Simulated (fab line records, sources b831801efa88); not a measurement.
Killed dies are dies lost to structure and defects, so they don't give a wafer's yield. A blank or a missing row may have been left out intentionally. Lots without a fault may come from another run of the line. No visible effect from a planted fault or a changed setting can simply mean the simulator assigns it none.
Code-filled problem report in 8D (eight disciplines) form -- flow sky130 -- the parts of the form that need people (team, actions taken, sign-off) are left out

== 1. WHAT IS WRONG ==
SD_N_RS at SKY_SD_N_RS_MEAS_16 reads a mean of 71.28 ohm/sq on 6 wafers of 2 lots; wafers without a fault read 68.63 ohm/sq with a standard deviation of 0.12. That is +22 standard deviations from the usual mean.
The step: measures by four-point-probe.
First observed at day 34 07:38: wafer L508.2, on film metro-04. The record has a number at this step for 36 wafers belonging to 12 lots. Rule for "out", or "out of limits": more than 4 standard deviations from the usual mean. The rest of the wafers with a number are treated as sound.

== 2. WHAT IT IS, AND WHAT IT ISN'T ==
question,is,is not
which readings at this step,SD_N_RS,-
which lots,"L508, L510","L492, L495, L496, L497, L499, L500, L501, L502, L506, L515"
which wafers of those lots,all that have a number,-
read on which gauges,film metro-04,"film metro-01, film metro-03"
when,from day 34 07:38,up to then (27 sound wafers); but 3 sound wafers of L515 came after

== 3. THE SUSPECTS, EACH WITH WHAT RULES IT OUT ==
Counting: a tool stays on the suspect list if, at a process step up to the reading, it processed all lots that are out and no sound lot following the first of them.
- the gauge at SKY_SD_N_RS_MEAS_16: kept. All the wafers that are out were read on film metro-04, and no step on other tools shows them out.
- rtp anneal-01 at SKY_SD_N_RTA_14 (time 2 s): kept. It processed each lot that is out, first L508 at day 34 07:26, and no sound lot thereafter; up to then, the last sound lot it processed was L506 at day 33 11:12.
The count leaves film metro-04 at SKY_SD_N_RS_MEAS_16 and rtp anneal-01 at SKY_SD_N_RTA_14.

== 4. THE CAUSE (what the simulator had put in) ==
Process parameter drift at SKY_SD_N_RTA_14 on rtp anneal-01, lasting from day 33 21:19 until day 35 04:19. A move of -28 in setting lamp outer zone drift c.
Counting left 2 suspects, and this tool is among them.

== 5. THE EFFECT CHAIN, in route order ==
Each row: a reading whose mean over the struck wafers that have a number lies more than 3 standard deviations from the usual. Readings are gone through only where the record gives a usual standard deviation; hours: the median, over the lots, of the time from a lot's start at the first step in this table giving one to that lot's start at this step; sigmas: the change measured in usual standard deviations.
hours,step,reading,usual,on struck wafers,change,sigmas
0,SKY_SD_N_RS_MEAS_16,SD_N_RS,68.63 ohm/sq,71.28,+2.65,+22
2,SKY_SD_N_RS_MEAS_17,SD_P_RS,147.2 ohm/sq,162.0,+14.8,+40
At these later measuring or inspecting steps, every struck wafer for which the step has a row has a number for every such reading, and none has moved that far: SKY_LI_CONTACT_THK_MEAS_01.

== 6. WHAT WOULD HAVE CAUGHT IT SOONER ==
10 hours passed between the start of the fault at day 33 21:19 and the first reading out of limits at a measuring or inspecting step in this record, taken at day 34 07:38.
An alarm limit of 4 standard deviations would not have fired on the tool readings at SKY_SD_N_RTA_14 for which the record gives a usual standard deviation, since none of them was out on any struck wafer.
L510, from the lots that are out (2), started SKY_SD_N_RTA_14 on rtp anneal-01 later than day 34 07:38. It would have been spared by a hold on the tool at that moment.
